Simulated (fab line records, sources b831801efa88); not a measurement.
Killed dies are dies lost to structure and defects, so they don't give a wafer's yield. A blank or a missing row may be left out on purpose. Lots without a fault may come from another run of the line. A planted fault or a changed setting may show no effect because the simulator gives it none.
fab line records | flow gf180mcu
record lots=24 wafers=72 last_day=34
route steps=602 shown HV_LDD@207 NSD@246 PSD@261 CONTACT@312 M2@378 MIM@508
lots that met no fault: from a run of the same line without faults
start_h: hours from the record's first day to the start of the lot's first wafer shown | wait_h: hours since the lot's step before | " the same as in the row above | L1.1+2: a row that stands for several wafers | - no value, or no start given | * or withheld: withheld | < > ~ a bound
route shown NAME@n: a module of which the file shows steps, and the number in the route of the first | usual: mean/standard deviation of fault-free wafers | same: alike in all rows | chamber/n: place in a boat | sites: the reading at each site | _std_site: their standard deviation | _edge_site: outer sites' mean less inner sites' | radius_mm: how far each site lies from the wafer's centre | mask NAME#n: copy n | behind: the tool/chamber that last shaped the wafer | hold: why the lot was held/for how many hours/how that ended | device: the transistor (n, p or np) that didn't switch | end of line: the same wafers' tests at the end of the route | a step without rows: its recipe alone | killed: dies lost to structure and defects at the first sort, not the wafer's yield | map: a wafer's dies, x killed, . not, _ none there
set.NAME: the setting as run; set.NAME@STEP: as run at that earlier step | model.NAME: the simulator's own value behind a step, which no gauge read
steps of the route over a sample of lots; a table a step, a row a wafer
services: from which hour (start_h, from the record's first day; less than 0 if before it) a tool's chamber was out of use, for how many hours, and why
## steps
# step GF_HV_LDD_CD_MEAS_31
# recipe target_cd_nm=400
# usual cd_nm=400.0/1.8
# columns lot.wafer tool chamber start_h wait_h cd_nm
L074.2 cd_sem-01 - 254.49 0.1 401.1
L074.4 " - " " 400.6
L074.5 " - " " 400.8
L075.1 cd_sem-01 - 260.76 0.1 403.5
L075.4 " - " " 401.5
L075.6 " - " " 401.9
L076.1 cd_sem-02 - 268.01 0.1 399.9
L076.3 " - " " 401.6
L076.6 " - " " 398.6
L077.2 cd_sem-02 - 272.31 0.1 401.5
L077.3 " - " " 400.1
L077.5 " - " " 400.5
L078.1 cd_sem-02 - 279.86 0.1 400.5
L078.3 " - " " 401.3
L078.6 " - " " 400.5
L079.3 cd_sem-02 - 287.15 0.1 400.1
L079.5 " - " " 398.8
L079.6 " - " " 402.1
L080.2 cd_sem-01 - 292.99 0.1 399.5
L080.5 " - " " 397.9
L080.6 " - " " 398.6
L081.1 cd_sem-02 - 303.99 0.1 399.2
L081.2 " - " " 401.2
L081.6 " - " " 399.9
L082.2 cd_sem-02 - 310.11 0.1 397.8
L082.3 " - " " 398.5
L082.6 " - " " 398.5
L083.1 cd_sem-01 - 318.16 0.1 399.4
L083.4 " - " " 398.5
L083.6 " - " " 397.0
L084.2 cd_sem-01 - 326.18 0.1 397.6
L084.3 " - " " 397.9
L084.4 " - " " 397.6
L085.1 cd_sem-01 - 336.61 0.1 399.9
L085.3 " - " " 399.0
L085.6 " - " " 397.7
L086.1 cd_sem-02 - 342.81 0.1 402.5
L086.3 " - " " 401.3
L086.6 " - " " 402.8
L087.1 cd_sem-02 - 347.07 0.1 398.8
L087.5 " - " " 401.9
L087.6 " - " " 400.5
L088.1 cd_sem-02 - 362.73 0.1 400.0
L088.3 " - " " 399.4
L088.5 " - " " 401.3
L089.1 cd_sem-02 - 375.96 0.1 401.5
L089.3 " - " " 398.6
L089.4 " - " " 399.7
L090.3 cd_sem-01 - 378.21 0.1 400.4
L090.4 " - " " 399.7
L090.6 " - " " 400.4
L091.1 cd_sem-01 - 396.36 0.1 398.1
L091.4 " - " " 395.5
L091.6 " - " " 396.9
L092.4 cd_sem-02 - 397.78 0.1 400.0
L092.5 " - " " 399.0
L092.6 " - " " 400.0
L093.1 cd_sem-02 - 413.18 0.1 400.2
L093.5 " - " " 396.1
L093.6 " - " " 398.9
L095.1 cd_sem-01 - 415.33 0.1 403.8
L095.4 " - " " 404.1
L095.6 " - " " 406.2
L094.1 cd_sem-02 - 415.67 0.1 397.8
L094.4 " - " " 398.4
L094.5 " - " " 398.5
L096.3 cd_sem-02 - 425.60 0.1 400.9
L096.4 " - " " 400.0
L096.6 " - " " 402.3
L097.2 cd_sem-02 - 438.29 0.1 400.4
L097.5 " - " " 399.2
L097.6 " - " " 398.6
# step GF_NSD_STRIP_11
# recipe chemistry=O2/N2 power_w=1400 pressure_mtorr=1500 platen_temp_c=250 o2_flow_sccm=3000 n2_flow_sccm=300 overash_fraction=0.5
# usual drypump_motor_current_A=5.82/0.16 heater_power_w=347/31 o2_flow_sccm=3000/9.2 oes_product_au=0.487/0.0049 strip_time_to_endpoint_s=22.96/0.034
# columns lot.wafer tool chamber start_h wait_h drypump_motor_current_A heater_power_w o2_flow_sccm oes_product_au rf_hours_counter_h strip_time_to_endpoint_s
L074.2 plasma_asher-04 0 297.37 0.1 5.88 332 2985 0.484 19 22.99
L074.4 " 0 " " 5.90 329 3000 0.486 - 22.96
L074.5 " 1 " " 6.07 355 2997 0.496 - 22.95
L075.1 plasma_asher-03 1 303.89 0.1 5.92 384 2998 0.492 51 22.99
L075.4 " 0 " " 5.69 371 2998 0.481 - 23.01
L075.6 " 0 " " 5.69 364 3001 0.481 - 23.01
L076.1 plasma_asher-04 0 312.09 0.1 5.88 325 3013 0.482 21 22.87
L076.3 " 1 " " 6.06 357 2990 0.485 - 22.92
L076.6 " 1 " " 6.06 356 2988 0.483 - 22.88
L077.2 plasma_asher-03 0 315.24 0.1 5.70 362 3002 0.489 53 22.97
L077.3 " 1 " " 5.92 384 2993 0.492 - 22.95
L077.5 " 1 " " 5.92 374 2996 0.488 - 22.94
L078.1 plasma_asher-04 0 324.29 0.1 5.91 333 2996 0.481 22 22.94
L078.3 " 0 " " 5.89 330 2995 0.483 - 22.96
L078.6 " 1 " " 6.07 358 2985 0.484 - 22.96
L079.3 plasma_asher-03 1 332.06 0.1 5.90 387 3007 0.481 - 22.95
L079.5 " 0 " " 5.69 378 3013 0.486 - 22.95
L079.6 " 1 " " 5.92 377 3005 0.491 - 22.98
L080.2 plasma_asher-03 0 338.44 0.1 5.70 379 2984 0.491 55 22.96
L080.5 " 0 " " 5.70 370 2988 0.489 - 22.95
L080.6 " 1 " " 5.91 381 3009 0.497 - 22.93
L081.1 plasma_asher-02 0 350.62 0.1 5.55 327 2999 0.490 67 22.94
L081.2 " 1 " " 5.83 303 3004 0.488 67 22.91
L081.6 " 1 " " 5.82 307 3008 0.478 - 22.92
L082.2 plasma_asher-02 1 357.74 0.1 5.82 298 3003 0.481 68 22.93
L082.3 " 1 " " 5.83 294 2999 0.485 - 22.95
L082.6 " 1 " " 5.84 302 3002 0.482 - 22.95
L083.1 plasma_asher-03 1 365.49 0.1 5.89 383 2993 0.490 58 22.93
L083.4 " 1 " " 5.89 386 2993 0.491 - 22.95
L083.6 " 1 " " 5.91 379 2987 0.487 - 22.94
L084.2 plasma_asher-04 1 373.92 0.1 6.10 358 2988 0.484 27 23.01
L084.3 " 0 " " 5.87 330 2998 0.495 - 22.95
L084.4 " 1 " " 6.10 348 2992 0.483 - 22.98
L085.1 plasma_asher-02 0 385.77 0.1 5.57 327 2989 0.481 71 23.00
L085.3 " 0 " " 5.57 321 3006 0.484 - 22.95
L085.6 " 0 " " 5.56 329 3004 0.490 - 22.94
L086.1 plasma_asher-02 0 392.84 0.1 5.55 325 2996 0.479 71 22.96
L086.3 " 1 " " 5.81 295 2995 0.487 - 22.97
L086.6 " 0 " " 5.54 331 2983 0.494 - 22.98
L087.1 plasma_asher-04 1 396.32 0.1 6.09 352 3005 0.492 29 22.99
L087.5 " 0 " " 5.87 331 3001 0.486 - 23.02
L087.6 " 1 " " 6.07 348 3008 0.482 - 22.98
L088.1 plasma_asher-03 0 412.74 0.1 5.70 376 3003 0.486 63 22.98
L088.3 " 0 " " 5.70 378 3015 0.481 - 22.97
L088.5 " 0 " " 5.71 377 3001 0.482 - 22.95
L089.1 plasma_asher-03 0 425.97 0.1 5.68 369 3012 0.499 64 23.05
L089.3 " 1 " " 5.94 382 3005 0.486 - 23.01
L089.4 " 0 " " 5.68 363 3010 0.479 - 23.06
L090.3 plasma_asher-03 1 430.17 0.1 5.91 386 2999 0.474 - 22.93
L090.4 " 0 " " 5.69 371 3004 0.491 - 22.98
L090.6 " 1 " " 5.89 381 2987 0.481 - 22.93
L091.1 plasma_asher-04 0 448.94 0.1 5.88 333 3002 0.488 35 23.02
L091.4 " 0 " " 5.86 329 3010 0.482 - 23.01
L091.6 " 0 " " 5.87 323 3005 0.483 - 22.97
L092.4 plasma_asher-02 0 454.42 0.1 5.56 318 3001 0.488 - 23.00
L092.5 " 0 " " 5.56 317 2996 0.485 - 22.96
L092.6 " 1 " " 5.81 296 2999 0.486 - 23.00
L093.1 plasma_asher-04 1 465.87 0.1 6.09 350 2987 0.490 36 22.96
L093.5 " 0 " " 5.88 329 3016 0.487 - 22.99
L093.6 " 1 " " 6.08 348 2981 0.485 - 22.96
L095.1 plasma_asher-02 1 469.09 0.1 5.81 294 3015 0.486 4 22.92
L095.4 " 0 " " 5.58 311 3002 0.498 - 22.94
L095.6 " 1 " " 5.81 291 3007 0.481 - 22.97
L094.1 plasma_asher-03 0 469.57 0.1 5.70 373 3022 0.486 70 22.95
L094.4 " 1 " " 5.92 388 2993 0.491 - 22.96
L094.5 " 0 " " 5.70 375 3016 0.493 - 22.97
L096.3 plasma_asher-02 0 479.12 0.1 5.56 317 2995 0.485 - 22.96
L096.4 " 1 " " 5.82 288 2989 0.489 - 22.94
L096.6 " 0 " " 5.55 316 3012 0.481 - 22.91
L097.2 plasma_asher-03 0 489.94 0.1 5.69 366 3010 0.482 72 22.97
L097.5 " 1 " " 5.91 390 3005 0.489 - 22.94
L097.6 " 0 " " 5.67 376 2997 0.493 - 22.95
# step GF_PSD_RTA_13
# recipe temp_c=1025 time_s=20 ambient=N2
# usual lamp_power_pct=33.2/0.86 wafer_temp_C_max=1031.2/1.5
# columns lot.wafer tool chamber start_h wait_h lamp_power_pct wafer_temp_C_max
L074.2 rtp_anneal-01 0 318.21 0.0 34.0 1030.7
L074.4 " 0 " " 34.0 1029.3
L074.5 " 0 " " 34.0 1030.0
L075.1 rtp_anneal-02 0 324.85 0.0 32.3 1030.4
L075.4 " 0 " " 32.3 1033.6
L075.6 " 0 " " 32.2 1030.8
L076.1 rtp_anneal-02 0 333.50 0.0 32.3 1031.2
L076.3 " 0 " " 32.3 1032.6
L076.6 " 0 " " 32.2 1030.9
L077.2 rtp_anneal-01 0 336.92 0.0 34.0 1031.2
L077.3 " 0 " " 33.9 1030.5
L077.5 " 0 " " 34.0 1030.6
L078.1 rtp_anneal-01 0 346.43 0.0 34.0 1029.3
L078.3 " 0 " " 34.0 1030.0
L078.6 " 0 " " 34.0 1030.2
L079.3 rtp_anneal-02 0 353.43 0.0 32.3 1032.1
L079.5 " 0 " " 32.3 1032.9
L079.6 " 0 " " 32.2 1032.3
L080.2 rtp_anneal-02 0 360.22 0.0 32.3 1031.1
L080.5 " 0 " " 32.2 1030.4
L080.6 " 0 " " 32.3 1036.3
L081.1 rtp_anneal-02 0 373.34 0.0 32.3 1032.3
L081.2 " 0 " " 32.2 1030.0
L081.6 " 0 " " 32.3 1031.0
L082.2 rtp_anneal-01 0 380.69 0.0 34.0 1030.5
L082.3 " 0 " " 34.0 1030.1
L082.6 " 0 " " 34.0 1030.1
L083.1 rtp_anneal-01 0 389.11 0.0 34.0 1032.2
L083.4 " 0 " " 34.0 1029.6
L083.6 " 0 " " 34.0 1032.8
L084.2 rtp_anneal-01 0 397.72 0.0 34.0 1029.2
L084.3 " 0 " " 34.0 1030.8
L084.4 " 0 " " 33.9 1030.3
L085.1 rtp_anneal-02 0 409.00 0.0 32.3 1031.6
L085.3 " 0 " " 32.3 1030.8
L085.6 " 0 " " 32.3 1032.0
L086.1 rtp_anneal-02 0 415.15 0.0 32.2 1031.0
L086.3 " 0 " " 32.3 1033.7
L086.6 " 0 " " 32.3 1032.3
L087.1 rtp_anneal-01 0 419.30 0.0 34.0 1029.3
L087.5 " 0 " " 34.0 1030.0
L087.6 " 0 " " 34.0 1030.7
L088.1 rtp_anneal-01 0 437.45 0.0 34.0 1031.8
L088.3 " 0 " " 34.0 1030.1
L088.5 " 0 " " 34.0 1029.7
L089.1 rtp_anneal-02 0 451.17 0.0 32.3 1031.0
L089.3 " 0 " " 32.2 1032.1
L089.4 " 0 " " 32.3 1031.5
L090.3 rtp_anneal-01 0 454.53 0.0 34.0 1029.1
L090.4 " 0 " " 34.0 1029.5
L090.6 " 0 " " 34.0 1030.5
L091.1 rtp_anneal-01 0 473.35 0.0 34.0 1030.9
L091.4 " 0 " " 33.9 1029.3
L091.6 " 0 " " 34.0 1030.8
L092.4 rtp_anneal-02 0 478.79 0.0 32.3 1031.7
L092.5 " 0 " " 32.2 1030.6
L092.6 " 0 " " 32.3 1031.2
L093.1 rtp_anneal-02 0 490.65 0.0 32.2 1032.7
L093.5 " 0 " " 32.2 1033.4
L093.6 " 0 " " 32.3 1031.6
L095.1 rtp_anneal-01 0 493.40 0.0 34.0 1030.9
L095.4 " 0 " " 34.0 1031.3
L095.6 " 0 " " 34.0 1030.6
L094.1 rtp_anneal-02 0 493.97 0.0 32.2 1034.1
L094.4 " 0 " " 32.2 1030.4
L094.5 " 0 " " 32.3 1032.8
L096.3 rtp_anneal-01 0 502.98 0.0 34.0 1031.5
L096.4 " 0 " " 34.0 1029.4
L096.6 " 0 " " 34.0 1029.1
L097.2 rtp_anneal-01 0 513.29 0.0 34.0 1031.6
L097.5 " 0 " " 34.0 1031.5
L097.6 " 0 " " 34.0 1029.5
# step GF_CONTACT_RS_MEAS_25
# recipe thk_meas_gauge=four-point-probe reads=W_of_CONTACT_CVD_24+TiN_of_CONTACT_SPUTTER_23+Ti_of_CONTACT_SPUTTER_22
# usual CONTACT_W_RS=0.383/0.0046
# columns lot.wafer tool chamber start_h wait_h CONTACT_W_RS[ohm/sq]
L074.2 film_metro-01 - 363.28 0.1 0.381
L074.4 " - " " 0.389
L074.5 " - " " 0.386
L075.1 film_metro-03 - 371.13 0.1 0.380
L075.4 " - " " 0.378
L075.6 " - " " 0.386
L076.1 film_metro-01 - 379.51 0.1 0.393
L076.3 " - " " 0.393
L076.6 " - " " 0.390
L077.2 film_metro-02 - 382.99 0.1 0.382
L077.3 " - " " 0.378
L077.5 " - " " 0.378
L078.1 film_metro-02 - 393.89 0.1 0.387
L078.3 " - " " 0.388
L078.6 " - " " 0.396
L079.3 film_metro-03 - 402.66 0.1 0.387
L079.5 " - " " 0.392
L079.6 " - " " 0.386
L080.2 film_metro-01 - 409.19 0.1 0.380
L080.5 " - " " 0.383
L080.6 " - " " 0.381
L081.1 film_metro-01 - 422.04 0.1 0.386
L081.2 " - " " 0.387
L081.6 " - " " 0.385
L082.2 film_metro-03 - 429.06 0.1 0.382
L082.3 " - " " 0.383
L082.6 " - " " 0.387
L083.1 film_metro-03 - 439.46 0.1 0.379
L083.4 " - " " 0.377
L083.6 " - " " 0.379
L084.2 film_metro-03 - 448.23 0.2 0.386
L084.3 " - " " 0.387
L084.4 " - " " 0.386
L085.1 film_metro-01 - 460.55 0.1 0.387
L085.3 " - " " 0.383
L085.6 " - " " 0.386
L086.1 film_metro-02 - 466.22 0.1 0.376
L086.3 " - " " 0.380
L086.6 " - " " 0.381
L087.1 film_metro-02 - 471.11 0.1 0.381
L087.5 " - " " 0.379
L087.6 " - " " 0.381
L088.1 film_metro-02 - 488.30 0.1 0.381
L088.3 " - " " 0.378
L088.5 " - " " 0.380
L089.1 film_metro-03 - 500.82 0.1 0.378
L089.3 " - " " 0.378
L089.4 " - " " 0.379
L090.3 film_metro-03 - 505.42 0.1 0.383
L090.4 " - " " 0.386
L090.6 " - " " 0.380
L091.1 film_metro-02 - 522.13 0.1 0.381
L091.4 " - " " 0.382
L091.6 " - " " 0.384
L092.4 film_metro-02 - 527.69 0.1 0.386
L092.5 " - " " 0.386
L092.6 " - " " 0.389
L093.1 film_metro-01 - 539.12 0.1 0.384
L093.5 " - " " 0.388
L093.6 " - " " 0.385
L095.1 film_metro-01 - 541.36 0.1 0.380
L095.4 " - " " 0.388
L095.6 " - " " 0.381
L094.1 film_metro-03 - 541.82 0.1 0.384
L094.4 " - " " 0.383
L094.5 " - " " 0.377
L096.3 film_metro-02 - 551.15 0.1 0.386
L096.4 " - " " 0.387
L096.6 " - " " 0.390
L097.2 film_metro-03 - 561.04 0.1 0.379
L097.5 " - " " 0.380
L097.6 " - " " 0.381
# step GF_M2_METAL_ETCH_16
# recipe chemistry=Cl2/BCl3 mask_material=KrF target_depth_nm=750.8 stop_on=SiO2 pressure_mtorr=8 icp_w=800 bias_w=140 Cl2_flow_sccm=80 bcl3_flow_sccm=40 time_s=125.1
# usual drypump_motor_current_A=5.31/0.29 oes_product_au=0.989/0.0054 throttle_valve_pct=28.231/0.01
# columns lot.wafer tool chamber start_h wait_h drypump_motor_current_A oes_product_au rf_hours_counter_h throttle_valve_pct
L074.2 rie_metal-02 0 438.41 0.1 5.58 0.984 - 28.236
L074.4 " 0 " " 5.58 0.991 - 28.226
L074.5 " 0 " " 5.57 0.992 - 28.232
L075.1 rie_metal-04 1 444.74 0.0 5.20 0.992 2.3 28.236
L075.4 " 1 " " 5.22 0.984 - 28.250
L075.6 " 1 " " 5.22 0.992 - 28.250
L076.1 rie_metal-02 0 454.89 0.0 5.57 0.993 3.7 28.243
L076.3 " 1 " " 4.91 0.992 - 28.234
L076.6 " 1 " " 4.91 0.985 - 28.234
L077.2 rie_metal-02 0 458.41 0.0 5.64 0.989 3.8 28.237
L077.3 " 1 " " 4.90 0.989 - 28.230
L077.5 " 1 " " 4.92 0.991 - 28.244
L078.1 rie_metal-02 0 467.99 0.0 5.56 0.991 4.2 28.237
L078.3 " 0 " " 5.60 0.991 - 28.253
L078.6 " 1 " " 4.89 0.989 - 28.232
L079.3 rie_metal-02 0 479.18 0.1 5.62 0.988 - 28.237
L079.5 " 0 " " 5.58 0.980 - 28.214
L079.6 " 1 " " 4.89 0.988 - 28.236
L080.2 rie_metal-02 1 485.42 0.0 4.91 0.980 1.1 28.228
L080.5 " 0 " " 5.60 0.986 - 28.245
L080.6 " 1 " " 4.91 0.985 - 28.223
L081.1 rie_metal-01 0 497.76 0.0 5.97 0.988 9.9 28.217
L081.2 " 1 " " 5.53 0.989 2.9 28.234
L081.6 " 1 " " 5.54 0.986 - 28.221
L082.2 rie_metal-04 0 505.09 0.0 5.44 1.000 1.3 28.220
L082.3 " 1 " " 5.23 0.986 - 28.240
L082.6 " 1 " " 5.24 0.989 - 28.254
L083.1 rie_metal-02 1 515.11 0.0 4.90 0.988 1.7 28.233
L083.4 " 0 " " 5.60 0.993 - 28.230
L083.6 " 1 " " 4.90 0.987 - 28.239
L084.2 rie_metal-02 1 522.11 0.0 4.90 0.991 1.9 28.230
L084.3 " 1 " " 4.88 0.992 - 28.236
L084.4 " 0 " " 5.60 0.992 - 28.234
L085.1 rie_metal-04 0 532.91 0.0 5.42 1.000 2.1 28.230
L085.3 " 1 " " 5.24 0.983 - 28.221
L085.6 " 0 " " 5.39 0.990 - 28.236
L086.1 rie_metal-04 0 539.97 0.0 5.44 0.992 2.2 28.226
L086.3 " 1 " " 5.23 0.991 - 28.234
L086.6 " 1 " " 5.23 0.989 - 28.224
L087.1 rie_metal-02 0 544.57 0.0 5.55 0.995 5.9 28.211
L087.5 " 1 " " 4.92 0.982 - 28.223
L087.6 " 0 " " 5.60 1.002 - 28.235
L088.1 rie_metal-04 1 561.02 0.0 5.23 0.989 5.5 28.242
L088.3 " 0 " " 5.41 0.996 - 28.231
L088.5 " 1 " " 5.21 0.985 - 28.222
L089.1 rie_metal-02 1 572.51 0.0 4.91 0.992 3.2 28.238
L089.3 " 0 " " 5.61 0.988 - 28.227
L089.4 " 1 " " 4.90 0.979 - 28.244
L090.3 rie_metal-02 0 576.93 0.1 5.61 0.990 - 28.219
L090.4 " 1 " " 4.92 0.988 - 28.228
L090.6 " 0 " " 5.62 0.990 - 28.213
L091.1 rie_metal-04 1 592.06 0.0 5.22 0.973 6.5 28.235
L091.4 " 1 " " 5.23 0.994 - 28.236
L091.6 " 1 " " 5.22 0.986 - 28.228
L092.4 rie_metal-01 1 598.97 0.1 5.57 0.987 - 28.235
L092.5 " 1 " " 5.53 0.990 - 28.234
L092.6 " 1 " " 5.61 0.990 - 28.237
L093.1 rie_metal-02 0 607.81 0.0 5.63 0.989 7.8 28.223
L093.5 " 1 " " 4.88 0.992 - 28.226
L093.6 " 0 " " 5.59 0.988 - 28.236
L095.1 rie_metal-02 1 610.44 0.0 4.91 0.990 4.4 28.242
L095.4 " 1 " " 4.92 0.990 - 28.221
L095.6 " 1 " " 4.92 0.990 - 28.231
L094.1 rie_metal-04 1 611.02 0.0 5.24 0.990 7.8 28.247
L094.4 " 1 " " 5.24 0.991 - 28.226
L094.5 " 1 " " 5.25 0.999 - 28.241
L096.3 rie_metal-04 1 620.78 0.1 5.24 0.981 - 28.237
L096.4 " 0 " " 5.38 0.991 - 28.220
L096.6 " 1 " " 5.23 0.963 - 28.245
L097.2 rie_metal-02 1 629.47 0.0 4.91 0.992 5.1 28.224
L097.5 " 1 " " 4.93 0.990 - 28.221
L097.6 " 0 " " 5.62 0.983 - 28.234
# step GF_MIM_CVD_05
# recipe material=Si3N4 target_thk_nm=42 temp_max_c=400 temp_c=385 time_s=29.086 rf_w=450
# usual heater_power_outer_w=359/52 heater_power_w=631/67
# columns lot.wafer tool chamber start_h wait_h heater_power_outer_w heater_power_w
L074.2 pecvd-03 0 564.29 0.0 393 664
L074.4 " 2 " " 446 723
L074.5 " 0 " " 397 653
L075.1 pecvd-01 0 570.14 0.0 426 746
L075.4 " 0 " " 428 742
L075.6 " 1 " " 314 551
L076.1 pecvd-02 1 579.94 0.0 351 604
L076.3 " 2 " " 374 701
L076.6 " 2 " " 372 708
L077.2 pecvd-01 0 582.98 0.0 402 692
L077.3 " 1 " " 257 457
L077.5 " 2 " " 316 604
L078.1 pecvd-01 1 591.32 0.0 266 477
L078.3 " 2 " " 276 550
L078.6 " 0 " " 464 779
L079.3 pecvd-02 2 602.08 0.0 333 635
L079.5 " 2 " " 326 646
L079.6 " 1 " " 395 642
L080.2 pecvd-03 1 607.99 0.0 354 638
L080.5 " 0 " " 432 698
L080.6 " 2 " " 388 648
L081.1 pecvd-03 2 620.18 0.0 343 572
L081.2 " 0 " " 429 712
L081.6 " 1 " " 301 590
L082.2 pecvd-02 1 627.04 0.0 351 610
L082.3 " 0 " " 410 669
L082.6 " 0 " " 407 670
L083.1 pecvd-01 0 632.77 0.0 432 740
L083.4 " 0 " " 424 721
L083.6 " 1 " " 252 467
L084.2 pecvd-02 0 640.58 0.0 339 591
L084.3 " 2 " " 387 745
L084.4 " 1 " " 342 628
L085.1 pecvd-01 2 650.18 0.0 299 580
L085.3 " 1 " " 304 526
L085.6 " 2 " " 294 558
L086.1 pecvd-03 1 656.11 0.0 365 672
L086.3 " 2 " " 345 594
L086.6 " 0 " " 400 653
L087.1 pecvd-03 2 659.84 0.0 359 607
L087.5 " 2 " " 355 586
L087.6 " 1 " " 313 602
L088.1 pecvd-02 2 675.67 0.0 353 666
L088.3 " 1 " " 324 561
L088.5 " 0 " " 333 584
L089.1 pecvd-02 1 684.33 0.0 348 620
L089.3 " 0 " " 423 665
L089.4 " 0 " " 411 685
L090.3 pecvd-03 1 689.30 0.0 335 609
L090.4 " 2 " " 359 597
L090.6 " 1 " " 337 625
L091.1 pecvd-03 1 702.71 0.0 331 618
L091.4 " 1 " " 339 615
L091.6 " 2 " " 334 573
L092.4 pecvd-02 2 707.89 0.0 343 663
L092.5 " 1 " " 335 594
L092.6 " 0 " " 431 690
L093.1 pecvd-01 0 714.99 0.0 353 634
L093.5 " 0 " " 353 653
L093.6 " 2 " " 240 507
L095.1 pecvd-03 1 716.60 0.0 370 687
L095.4 " 1 " " 370 677
L095.6 " 2 " " 352 604
L094.1 pecvd-03 2 717.88 0.0 404 659
L094.4 " 1 " " 349 647
L094.5 " 0 " " 380 643
L096.3 pecvd-03 2 726.86 0.0 426 688
L096.4 " 1 " " 285 570
L096.6 " 2 " " 427 685
L097.2 pecvd-03 1 733.04 0.0 344 624
L097.5 " 1 " " 347 620
L097.6 " 2 " " 408 688
## services
# columns tool chamber start_h hours kind
rtp_anneal-01 - 293.75 0.6 pm
pecvd-02 1 298.14 2.1 repair
plasma_asher-02 - 319.36 3.2 repair
pecvd-03 - 373.50 0.6 repair
plasma_asher-03 - 374.87 5.4 repair
rie_metal-04 - 400.71 28.1 pm
pecvd-03 - 419.33 2.1 repair
plasma_asher-02 - 421.25 9.0 pm
pecvd-03 - 443.14 7.7 repair
pecvd-03 2 444.84 6.6 repair
plasma_asher-04 - 458.41 4.4 repair
plasma_asher-03 - 522.22 0.7 repair
plasma_asher-03 - 587.47 3.4 repair
rie_metal-04 0 590.49 9.3 repair
pecvd-03 - 591.12 14.0 pm
pecvd-02 2 591.93 7.0 repair
plasma_asher-03 - 606.88 17.8 repair
pecvd-02 - 610.52 2.9 repair
rtp_anneal-01 - 618.98 2.9 pm
plasma_asher-03 - 624.72 2.8 pm
rie_metal-04 0 659.12 3.7 repair
plasma_asher-04 - 676.86 2.8 pm
rie_metal-04 0 720.62 5.7 repair
plasma_asher-03 - 731.21 8.9 repair
## key
fault none
